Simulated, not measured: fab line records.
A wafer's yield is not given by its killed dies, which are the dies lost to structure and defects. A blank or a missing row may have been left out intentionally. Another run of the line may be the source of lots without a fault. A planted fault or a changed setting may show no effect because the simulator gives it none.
fab line records    flow sky130
record: lots: 7  wafers: 21  last-day: 50
route steps=708 shown PWDE@53 NWELL@56 PAD_OPEN@708
lots that met no fault: from a run of the same line without faults
start-h: hours from the record's opening day to when the first of the lot's shown wafers began    wait-h: how many hours have passed since the lot's step before this one    " as in the row above    L1.1+2: several wafers, shown together as one row    - no value present, or no start provided    * or withheld: withheld    < > ~ a bound
route shown NAME@n: NAME is a module with steps in the file, n the number in the route of the first one    usual: the fault-free wafers' mean and standard deviation    same: alike in all rows    chamber/n: place in a boat    sites: readings site by site    _std_site: the values' standard deviation    _edge_site: inner sites' mean taken away from outer sites' mean    radius-mm: for every site, how far away it sits from the centre of the wafer    mask NAME#n: copy n    behind: tool/chamber where the wafer was last shaped    hold: why the lot was held/for how many hours/how that ended    device: transistor that didn't switch, given as n, p or np    end of line: tests run on the same wafers once the route is complete    a step without rows: its recipe alone    killed: at the first sort, the dies lost to defects and structure; wafer yield is something else    map: a wafer's dies, x killed, . not, _ none there
set.NAME: the setting the step ran with; set.NAME@STEP: the setting that earlier step ran with    model.NAME: the simulator's own value behind a step, which no gauge read
a table for each step, a row for each wafer; lots at some steps of the route
services: a tool's chamber out of use, with start hour (start-h, from the record's first day; less than 0 if before it), hours out, and reason
== steps ==
step: SKY_PWDE_IMPLANT_08
recipe: species: B  energy-kev: 150  dose-cm2: 3.6e+12  tilt-deg: withheld
step: SKY_PWDE_STRIP_09
recipe: chemistry: O2/N2  power-w: 1400  pressure-mtorr: 1500  platen-temp-c: withheld  o2-flow-sccm: 3000  n2-flow-sccm: 300  overash-fraction: 0.5
usual: chamber-pressure-mTorr: 1499.9/1.4  drypump-motor-current-A: 5.5/0.37  oes-product-au: 0.723/0.0042  strip-time-to-endpoint-s: 37.01/0.095
lot.wafer  tool             chamber  start-h  wait-h  chamber-pressure-mTorr  drypump-motor-current-A  oes-product-au  rf-hours-counter-h  strip-time-to-endpoint-s
L815.1     plasma-asher-01  0        92.14    0.1     1497.2                  5.2                      0.716           42                  37.07
L815.3     "                1        "        "       1498.8                  5.3                      0.720           -                   37.02
L815.5     "                1        "        "       1501.7                  5.3                      0.721           -                   37.02
L816.1     plasma-asher-02  1        94.98    0.1     1497.1                  6.0                      0.734           43                  37.01
L816.3     "                0        "        "       1500.2                  6.0                      0.725           -                   36.89
L816.6     "                1        "        "       1498.3                  6.0                      0.720           -                   36.87
L827.2     plasma-asher-02  0        158.73   0.1     1501.9                  6.0                      0.726           50                  36.98
L827.5     "                0        "        "       1500.4                  6.0                      0.727           -                   37.01
L827.6     "                1        "        "       1500.2                  6.0                      0.719           -                   37.01
L828.3     plasma-asher-01  1        164.32   0.1     1500.3                  5.3                      0.723           -                   36.98
L828.4     "                0        "        "       1499.8                  5.3                      0.721           -                   36.91
L828.6     "                0        "        "       1498.5                  5.2                      0.721           -                   37.01
L829.2     plasma-asher-02  1        172.57   0.1     1498.2                  6.0                      0.722           51                  36.99
L829.4     "                1        "        "       1499.6                  5.9                      0.725           -                   36.95
L829.6     "                1        "        "       1497.5                  5.9                      0.729           -                   36.99
L831.3     plasma-asher-04  0        182.87   0.1     1498.8                  5.2                      0.713           -                   37.01
L831.5     "                0        "        "       1500.5                  5.2                      0.724           -                   36.96
L831.6     "                1        "        "       1501.9                  5.1                      0.722           -                   37.04
L833.1     plasma-asher-02  0        196.62   0.1     1499.1                  6.0                      0.725           53                  36.88
L833.3     "                1        "        "       1499.2                  6.0                      0.721           -                   36.96
L833.5     "                1        "        "       1499.6                  6.0                      0.724           -                   36.89
step: SKY_PWDE_TW_MEAS_10
usual: PWDE_TW: 377/3.9
lot.wafer  tool           chamber  start-h  wait-h  PWDE_TW
L815.1     film-metro-02  -        92.24    0.1     369
L815.3     "              -        "        "       372
L815.5     "              -        "        "       372
L816.1     film-metro-03  -        95.08    0.1     380
L816.3     "              -        "        "       381
L816.6     "              -        "        "       379
L827.2     film-metro-01  -        158.84   0.1     382
L827.5     "              -        "        "       381
L827.6     "              -        "        "       379
L828.3     film-metro-01  -        164.41   0.1     380
L828.4     "              -        "        "       380
L828.6     "              -        "        "       382
L829.2     film-metro-01  -        172.68   0.1     378
L829.4     "              -        "        "       377
L829.6     "              -        "        "       378
L831.3     film-metro-03  -        182.96   0.1     380
L831.5     "              -        "        "       381
L831.6     "              -        "        "       380
L833.1     film-metro-03  -        196.72   0.1     378
L833.3     "              -        "        "       381
L833.5     "              -        "        "       378
step: SKY_NWELL_DEHYDRATE_03
recipe: temp-c: 200  time-s: 60
step: SKY_NWELL_HMDS_04
recipe: prime-time-s: 60  prime-temp-c: 120
step: SKY_NWELL_COAT_05
recipe: spin-rpm: 2000  resist-thk-nm: 3000
step: SKY_NWELL_SOFTBAKE_06
recipe: temp-c: 110  time-s: withheld
step: SKY_NWELL_EXPOSE_07
recipe: mask-id: NWM  na: 0.6  source-shape: conventional  sigma-outer: 0.6  polarization: unpolarized  target-cd-nm: 840  dose-mj: 255
step: SKY_NWELL_PEB_08
recipe: temp-c: 115  time-s: withheld
step: SKY_NWELL_DEVELOP_09
recipe: wall-angle-deg: 90  developer: TMAH  develop-time-s: 60  dev-temp-c: 23
step: SKY_NWELL_OVL_MEAS_10
usual: NWELL_00_OVL: -0.2/1.3
lot.wafer  tool        chamber  start-h  wait-h  NWELL_00_OVL[nm]
L815.1     overlay-02  -        109.93   -       -0.7
L815.3     "           -        "        "       -1.3
L815.5     "           -        "        "       0.1
L816.1     overlay-01  -        112.49   -       0.2
L816.3     "           -        "        "       -1.2
L816.6     "           -        "        "       -0.3
L827.2     overlay-02  -        178.20   -       -1.5
L827.5     "           -        "        "       -2.2
L827.6     "           -        "        "       -3.8
L828.3     overlay-01  -        184.70   -       -1.3
L828.4     "           -        "        "       0.4
L828.6     "           -        "        "       -0.3
L829.2     overlay-02  -        193.89   -       -1.4
L829.4     "           -        "        "       0.3
L829.6     "           -        "        "       -2.0
L831.3     overlay-02  -        204.30   -       -0.8
L831.5     "           -        "        "       0.3
L831.6     "           -        "        "       -0.1
L833.1     overlay-02  -        218.43   -       2.6
L833.3     "           -        "        "       0.0
L833.5     "           -        "        "       0.0
step: SKY_NWELL_IMPLANT_11
recipe: species: P  energy-kev: 400  dose-cm2: 1.9e+13  tilt-deg: withheld
step: SKY_NWELL_IMPLANT_12
recipe: species: P  energy-kev: 120  dose-cm2: 1.3e+12  tilt-deg: withheld
usual: dose-ions-cm2: 1.3e+12/1.4e+09  faraday-current-uA: 7.34/0.14
same: implant-ion-amu: 31
lot.wafer  tool          chamber  start-h  wait-h  dose-ions-cm2  faraday-current-uA
L815.1     implanter-01  0        110.12   0.1     1.3011e+12     7.28
L815.3     "             0        "        "       1.3003e+12     7.54
L815.5     "             0        "        "       1.3e+12        7.13
L816.1     implanter-01  0        112.68   0.1     1.3017e+12     6.97
L816.3     "             0        "        "       1.2988e+12     7.57
L816.6     "             0        "        "       1.2996e+12     7.25
L827.2     implanter-01  0        178.40   0.1     1.4044e+12     7.87
L827.5     "             0        "        "       1.403e+12      7.98
L827.6     "             0        "        "       1.4027e+12     7.92
L828.3     implanter-01  0        184.93   0.1     1.4037e+12     7.98
L828.4     "             0        "        "       1.403e+12      8.09
L828.6     "             0        "        "       1.402e+12      7.85
L829.2     implanter-01  0        194.10   0.1     1.4033e+12     7.92
L829.4     "             0        "        "       1.4033e+12     7.95
L829.6     "             0        "        "       1.4045e+12     7.92
L831.3     implanter-03  0        204.52   0.1     1.3003e+12     7.37
L831.5     "             0        "        "       1.2988e+12     7.48
L831.6     "             0        "        "       1.2986e+12     7.23
L833.1     implanter-03  0        218.62   0.1     1.2981e+12     7.59
L833.3     "             0        "        "       1.2982e+12     7.13
L833.5     "             0        "        "       1.3001e+12     7.05
step: SKY_NWELL_IMPLANT_13
recipe: species: P  energy-kev: 50  dose-cm2: 7e+11  tilt-deg: withheld
step: SKY_PAD_OPEN_PROBE_99
usual: killed_at_M0_to_M3: 44/7  killed_at_M4_up: 3.2/1.8  killed-at-contacts: 24/5.1  killed-at-front-end: 15/4.3  killed-at-other: 0.3/0.5  killed-dies: 86/9.6  killed-open: 48/7.1  killed-short: 38/6.7
same: gross-dies: 492  killed-at-back-side: 0
lot.wafer  tool       chamber  start-h  wait-h  killed_at_M0_to_M3  killed_at_M4_up  killed-at-contacts  killed-at-front-end  killed-at-other  killed-dies  killed-open  killed-short  model.etest.pfet-g5v0d10v5.off-log10-a-um  model.etest.pfet_01v8_lvt.off-log10-a-um  model.etest.pfet_16v.vt-v  model.etest.pfet-g5v0d10v5.vt-long-v  model.etest.pfet_01v8_lvt.vt-sat-v  model.etest.pfet_01v8_lvt.vt-v  model.etest.pfet_01v8_lvt.vt-long-v
L815.1     prober-01  -        1101.88  0.1     42                  3                24                  12                   0                81           44           37            -12.74                                     -9.144                                    -1.124                     -0.9486                               -0.4663                             -0.5578                         -0.6724
L815.3     prober-01  -        1101.98  0.2     41                  3                27                  17                   0                88           51           37            -12.62                                     -9.16                                     -1.139                     -0.9613                               -0.4626                             -0.5554                         -0.6712
L815.5     prober-01  -        1102.08  0.2     38                  0                22                  24                   0                84           46           38            -12.97                                     -9.188                                    -1.138                     -0.9617                               -0.4639                             -0.5579                         -0.6734
L816.1     prober-02  -        1102.36  0.1     46                  3                24                  13                   0                86           53           32            -12.64                                     -8.731                                    -1.084                     -0.9207                               -0.437                              -0.5288                         -0.6436
L816.3     prober-02  -        1102.46  0.2     55                  2                36                  14                   0                107          51           56            -12.59                                     -8.668                                    -1.097                     -0.9323                               -0.4367                             -0.5259                         -0.6478
L816.6     prober-02  -        1102.61  0.2     51                  3                27                  11                   1                93           49           44            -12.41                                     -8.98                                     -1.099                     -0.9347                               -0.4427                             -0.5298                         -0.6497
L827.2     prober-01  -        1166.61  0.1     42                  2                22                  30                   0                96           44           52            -12.77                                     -9.277                                    -1.133                     -0.9583                               -0.4827                             -0.5678                         -0.6816
L827.5     prober-01  -        1166.76  0.2     39                  5                10                  14                   1                69           37           32            -12.94                                     -9.292                                    -1.126                     -0.9478                               -0.4764                             -0.5604                         -0.6751
L827.6     prober-01  -        1166.81  0.2     40                  5                33                  14                   0                92           49           42            -13.01                                     -9.349                                    -1.117                     -0.9465                               -0.4741                             -0.5612                         -0.6749
L828.3     prober-02  -        1174.28  0.2     46                  3                24                  11                   0                84           35           49            -12.83                                     -9.279                                    -1.128                     -0.9565                               -0.4667                             -0.5546                         -0.6715
L828.4     prober-02  -        1174.33  0.2     29                  6                18                  20                   1                74           31           43            -13.09                                     -9.389                                    -1.132                     -0.958                                -0.4767                             -0.5634                         -0.6767
L828.6     prober-02  -        1174.43  0.2     36                  0                17                  16                   0                69           41           28            -13.06                                     -9.3                                      -1.136                     -0.96                                 -0.4685                             -0.557                          -0.6724
L829.2     prober-01  -        1182.32  0.1     39                  1                19                  10                   1                70           39           30            -13.05                                     -9.167                                    -1.13                      -0.9616                               -0.4612                             -0.5547                         -0.6711
L829.4     prober-01  -        1182.42  0.2     47                  4                21                  14                   0                86           50           34            -12.81                                     -8.726                                    -1.128                     -0.9557                               -0.4503                             -0.5469                         -0.6628
L829.6     prober-01  -        1182.52  0.2     44                  1                14                  11                   1                71           39           32            -12.93                                     -8.926                                    -1.123                     -0.9473                               -0.4546                             -0.5465                         -0.6628
L831.3     prober-01  -        1186.60  0.2     32                  4                37                  18                   0                91           52           39            -12.55                                     -9.158                                    -1.093                     -0.9264                               -0.4393                             -0.5292                         -0.6477
L831.5     prober-01  -        1186.70  0.2     37                  4                27                  8                    1                77           43           34            -12.69                                     -8.85                                     -1.094                     -0.9228                               -0.4366                             -0.5288                         -0.6476
L831.6     prober-01  -        1186.75  0.2     51                  1                24                  13                   0                89           48           41            -12.59                                     -8.896                                    -1.106                     -0.9324                               -0.4448                             -0.5382                         -0.6569
L833.1     prober-01  -        1199.27  0.1     47                  2                26                  17                   0                92           48           44            -12.81                                     -8.847                                    -1.119                     -0.9457                               -0.4525                             -0.5446                         -0.6576
L833.3     prober-01  -        1199.37  0.2     39                  4                29                  15                   1                88           35           52            -12.86                                     -8.954                                    -1.121                     -0.9467                               -0.4566                             -0.5472                         -0.6592
L833.5     prober-01  -        1199.47  0.2     55                  5                26                  9                    0                95           44           50            -12.71                                     -8.835                                    -1.111                     -0.9359                               -0.4465                             -0.5366                         -0.6533
killed by level:class
L815.1 VIA1:geometric-particle:open=11 CONTACT:geometric-particle:open=8 VIA3:geometric-particle:open=7 VIA1:geometric-particle:short=7 LI_CONTACT:geometric-particle:short=6 FIELD_ISO:geometric-particle:short=5 LI_CONTACT:geometric-particle:open=5 VIA2:geometric-particle:open=5
L815.3 VIA1:geometric-particle:open=12 CONTACT:geometric-particle:open=9 VIA2:geometric-particle:open=8 LI_CONTACT:geometric-particle:open=7 LI_CONTACT:geometric-particle:short=6 METAL2:geometric-particle:short=6 FIELD_ISO:geometric-particle:short=4 POLY_GATE:geometric-particle:open=4
L815.5 VIA1:geometric-particle:open=13 FIELD_ISO:geometric-particle:open=7 FIELD_ISO:geometric-particle:short=5 LI_CONTACT:geometric-particle:open=5 LOCAL_INTERCONNECT:geometric-particle:short=5 CONTACT:geometric-particle:open=5 METAL1:geometric-particle:short=5 POLY_GATE:geometric-particle:open=4
L816.1 CONTACT:geometric-particle:open=10 VIA1:geometric-particle:open=10 VIA3:geometric-particle:open=9 LI_CONTACT:geometric-particle:open=6 CONTACT:geometric-particle:short=6 VIA2:geometric-particle:short=5 METAL1:geometric-particle:short=5 VIA2:geometric-particle:open=5
L816.3 CONTACT:geometric-particle:open=15 METAL1:geometric-particle:short=10 VIA1:geometric-particle:open=9 VIA1:geometric-particle:short=8 LI_CONTACT:geometric-particle:open=7 CONTACT:geometric-particle:short=7 METAL2:geometric-particle:short=6 VIA3:geometric-particle:open=6
L816.6 CONTACT:geometric-particle:open=11 VIA1:geometric-particle:open=11 METAL1:geometric-particle:short=7 VIA2:geometric-particle:open=7 VIA3:geometric-particle:open=7 LI_CONTACT:geometric-particle:open=6 LOCAL_INTERCONNECT:geometric-particle:short=5 VIA1:geometric-particle:short=5
L827.2 CONTACT:geometric-particle:open=11 FIELD_ISO:geometric-particle:short=8 POLY_GATE:geometric-particle:short=8 FIELD_ISO:geometric-particle:open=6 METAL1:geometric-particle:short=6 VIA1:geometric-particle:open=6 VIA2:geometric-particle:open=6 METAL3:geometric-particle:short=6
L827.5 VIA1:geometric-particle:open=9 VIA3:geometric-particle:open=9 METAL1:geometric-particle:short=7 CONTACT:geometric-particle:open=6 FIELD_ISO:geometric-particle:short=5 VIA2:geometric-particle:open=5 METAL4:geometric-particle:short=4 METAL2:geometric-particle:short=4
L827.6 CONTACT:geometric-particle:open=11 VIA1:geometric-particle:open=10 LI_CONTACT:geometric-particle:open=8 METAL3:geometric-particle:short=6 CONTACT:geometric-particle:short=6 METAL2:geometric-particle:short=5 VIA3:geometric-particle:open=5 POLY_GATE:geometric-particle:open=4
L828.3 CONTACT:geometric-particle:open=13 METAL2:geometric-particle:short=9 FIELD_ISO:geometric-particle:short=7 METAL1:geometric-particle:short=7 VIA3:geometric-particle:open=6 LI_CONTACT:geometric-particle:short=5 VIA1:geometric-particle:short=5 VIA1:geometric-particle:open=5
L828.4 CONTACT:geometric-particle:open=7 METAL1:geometric-particle:short=7 FIELD_ISO:geometric-particle:short=5 POLY_GATE:geometric-particle:short=5 VIA1:geometric-particle:open=5 FIELD_ISO:geometric-particle:open=4 METAL4:geometric-particle:short=4 CONTACT:geometric-particle:short=4
L828.6 CONTACT:geometric-particle:open=7 VIA1:geometric-particle:open=7 METAL2:geometric-particle:short=7 LI_CONTACT:geometric-particle:open=5 VIA2:geometric-particle:open=5 POLY_GATE:geometric-particle:open=4 VIA3:geometric-particle:open=4 FIELD_ISO:geometric-particle:open=3
L829.2 CONTACT:geometric-particle:open=11 VIA1:geometric-particle:open=8 VIA1:geometric-particle:short=6 VIA3:geometric-particle:open=6 VIA2:geometric-particle:open=4 VIA3:geometric-particle:short=4 LI_CONTACT:geometric-particle:short=3 CONTACT:geometric-particle:short=3
L829.4 VIA1:geometric-particle:open=18 CONTACT:geometric-particle:open=8 LI_CONTACT:geometric-particle:open=6 VIA3:geometric-particle:open=6 POLY_GATE:geometric-particle:open=4 VIA2:geometric-particle:short=4 METAL1:geometric-particle:short=4 VIA2:geometric-particle:open=4
L829.6 VIA1:geometric-particle:open=13 METAL1:geometric-particle:short=8 VIA3:geometric-particle:open=7 POLY_GATE:geometric-particle:open=4 LI_CONTACT:geometric-particle:open=4 CONTACT:geometric-particle:short=4 CONTACT:geometric-particle:open=4 METAL2:geometric-particle:short=4
L831.3 LI_CONTACT:geometric-particle:open=13 CONTACT:geometric-particle:open=8 VIA1:geometric-particle:open=8 LOCAL_INTERCONNECT:geometric-particle:short=7 VIA3:geometric-particle:open=7 CONTACT:geometric-particle:short=6 FIELD_ISO:geometric-particle:open=4 POLY_GATE:geometric-particle:open=4
L831.5 VIA1:geometric-particle:open=11 LI_CONTACT:geometric-particle:open=8 CONTACT:geometric-particle:open=8 METAL2:geometric-particle:short=8 LOCAL_INTERCONNECT:geometric-particle:short=5 VIA2:geometric-particle:open=4 VIA3:geometric-particle:open=4 METAL4:geometric-particle:short=4
L831.6 VIA2:geometric-particle:open=11 CONTACT:geometric-particle:open=8 VIA1:geometric-particle:open=7 VIA3:geometric-particle:open=7 CONTACT:geometric-particle:short=6 VIA2:geometric-particle:short=6 LOCAL_INTERCONNECT:geometric-particle:short=5 METAL2:geometric-particle:short=5
L833.1 CONTACT:geometric-particle:open=10 VIA1:geometric-particle:open=10 VIA3:geometric-particle:open=8 POLY_GATE:geometric-particle:short=7 VIA2:geometric-particle:open=6 CONTACT:geometric-particle:short=6 FIELD_ISO:geometric-particle:short=4 FIELD_ISO:geometric-particle:open=4
L833.3 METAL1:geometric-particle:short=12 CONTACT:geometric-particle:open=11 VIA1:geometric-particle:open=8 LI_CONTACT:geometric-particle:open=7 METAL2:geometric-particle:short=5 FIELD_ISO:geometric-particle:short=4 POLY_GATE:geometric-particle:short=4 SPACER:geometric-particle:short=4
L833.5 CONTACT:geometric-particle:open=8 VIA3:geometric-particle:open=8 CONTACT:geometric-particle:short=7 VIA1:geometric-particle:open=7 METAL2:geometric-particle:short=7 VIA2:geometric-particle:open=7 LI_CONTACT:geometric-particle:open=6 METAL3:geometric-particle:short=6
== services ==
tool             chamber  start-h  hours  kind
plasma-asher-01  -        108.75   9.0    pm
plasma-asher-01  0        108.75   9.0    vent-cycle
plasma-asher-01  1        108.75   9.0    vent-cycle
plasma-asher-01  0        117.75   -      clean
plasma-asher-01  1        117.75   -      clean
plasma-asher-04  -        142.21   0.7    repair
plasma-asher-04  -        214.32   2.8    pm
== key ==
first-sign: step: SKY_NWELL_IMPLANT_12  reading: dose-ions-cm2  direction: up  sigmas: 73  usual: *  struck: *
effect: step: SKY_NWELL_IMPLANT_12  reading: faraday-current-uA  direction: up  sigmas: 4.2  usual: 7.34  struck: 7.94
model-effect: step: SKY_PAD_OPEN_PROBE_99  value: etest.pfet-g5v0d10v5.off-log10-a-um  without: -12.58  struck: -12.94
met-at SKY_NWELL_IMPLANT_12
struck-wafers L827.2,L827.5,L827.6,L828.3,L828.4,L828.6,L829.2,L829.4,L829.6
tester-left-out L827,L828,L829
onset-between 112.68 178.40
fault: kind: process-parameter-drift  tool: implanter-01  chamber: -  onset-h: 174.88  steps: SKY_NWELL_IMPLANT_12  channel: dose-cm2  offset: *  shape: step  end-h: 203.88  acts-in: *  stated: *
tester-left-out: of these lots the tester's yield and bins aren't shown, on N5 and GAA mostly nor the transistor test; their killed dies are dies lost to structure and defects alone, not to doping, threshold or leakage, so they don't give the yield
